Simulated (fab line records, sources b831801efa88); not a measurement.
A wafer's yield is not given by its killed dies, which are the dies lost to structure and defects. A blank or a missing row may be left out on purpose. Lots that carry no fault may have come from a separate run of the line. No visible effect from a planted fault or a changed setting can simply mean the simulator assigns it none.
Comparing a struck lot with a sound one -- flow gf180mcu -- 16 out of 602 route steps
Sound: wafers L283.1, L283.3, L283.6. Wafers struck: L290.2, L290.3, L290.4. Last of all comes the cause.
At each step with rows: each side's tool, then ch and its chambers, then its first start. Under that, the readings that differ: sound wafers -- struck wafers -- difference of the means -- sigmas: that difference in standard deviations of wafers without a fault.
alike: same words and numbers on both sides, and readings whose means sit less than 2 such deviations apart. not compared: any withheld reading, any reading some wafer has no value for, any bound like >300 that may hide the same value, and any number with overlapping values for which the record gives no deviation.
Wherever a step has rows on one side only, a row that says differs or no value, or a row with sigmas, the two part there. Numbers that don't overlap but have no deviation are shown without sigmas and don't part them. Lack of a reading on every wafer of one side parts them only where that side has two or more wafers.

first, 2 steps without rows for these wafers: GF_MVPSD_IMPLANT_08; GF_MVPSD_IMPLANT_09.
GF_MVPSD_STRIP_10: strips in O2/N2.
  sound on plasma asher-02 ch 0,1, day 7 12:10; struck on plasma asher-02 ch 0,1, day 9 06:25
  alike: drypump motor current A, heater power w, n2 flow sccm, oes product au, strip time to endpoint s
  not compared: rf hours counter h
GF_MVPSD_TW_MEAS_11:
  sound: film metro-04 at day 7 12:16; struck: film metro-04 at day 9 06:31
  alike: MVPSD_TW
then, 7 steps without rows for these wafers: GF_VT_IMPLANT_DEHYDRATE_00 (time 60 s); GF_VT_IMPLANT_HMDS_01 (prime time 60 s); GF_VT_IMPLANT_COAT_02 (resist thk 1000 nm); GF_VT_IMPLANT_SOFTBAKE_03 (time 60 s); GF_VT_IMPLANT_EXPOSE_04 (exposes mask LVPWELL LV AREA, target cd 600 nm); GF_VT_IMPLANT_PEB_05; GF_VT_IMPLANT_DEVELOP_06 (develop time 60 s).
GF_VT_IMPLANT_OVL_MEAS_07:
  sound: overlay-02 at day 8 03:45; struck: overlay-02 at day 9 23:22
reading,sound,struck,difference,sigmas
VT_IMPLANT_OVL (nm),3.3 0.1 0.2,-0.9 -2.1 -2.6,-3.1,-3
GF_VT_IMPLANT_IMPLANT_08:
  sound on implanter-03 ch 0, day 8 03:47; struck on implanter-02 ch 0, day 9 23:25
reading,sound,struck,difference,sigmas
implant ion amu,49 49 49,75 75 75,+26,
model.implant.drp nm (nm),9.752 9.752 9.752,7.212 7.212 7.212,-2.540,
model.implant.rp nm (nm),17.32 17.32 17.32,15.22 15.22 15.22,-2.10,
GF_VT_IMPLANT_STRIP_09: strips in O2/N2.
  sound on plasma asher-01 ch 0,1, day 8 03:56; struck on plasma asher-02 ch 0,1, day 9 23:32
  alike: drypump motor current A, heater power w, n2 flow sccm, oes product au, strip time to endpoint s
  not compared: rf hours counter h
GF_VT_IMPLANT_TW_MEAS_10:
  sound: film metro-01 at day 8 04:02; struck: film metro-01 at day 9 23:53
reading,sound,struck,difference,sigmas
VT_IMPLANT_TW,560 560 556,921 920 922,+362,+60
  not compared: hold
GF_PASSIVATION_PROBE_99:
  rows exist in the record for the sound wafers here (prober-01, day 32 02:08), none for the struck ones

## WHERE THEY PART
At GF_VT_IMPLANT_OVL_MEAS_07 first; at GF_PASSIVATION_PROBE_99 last (within this record only).

WHY: whatever the simulator had introduced
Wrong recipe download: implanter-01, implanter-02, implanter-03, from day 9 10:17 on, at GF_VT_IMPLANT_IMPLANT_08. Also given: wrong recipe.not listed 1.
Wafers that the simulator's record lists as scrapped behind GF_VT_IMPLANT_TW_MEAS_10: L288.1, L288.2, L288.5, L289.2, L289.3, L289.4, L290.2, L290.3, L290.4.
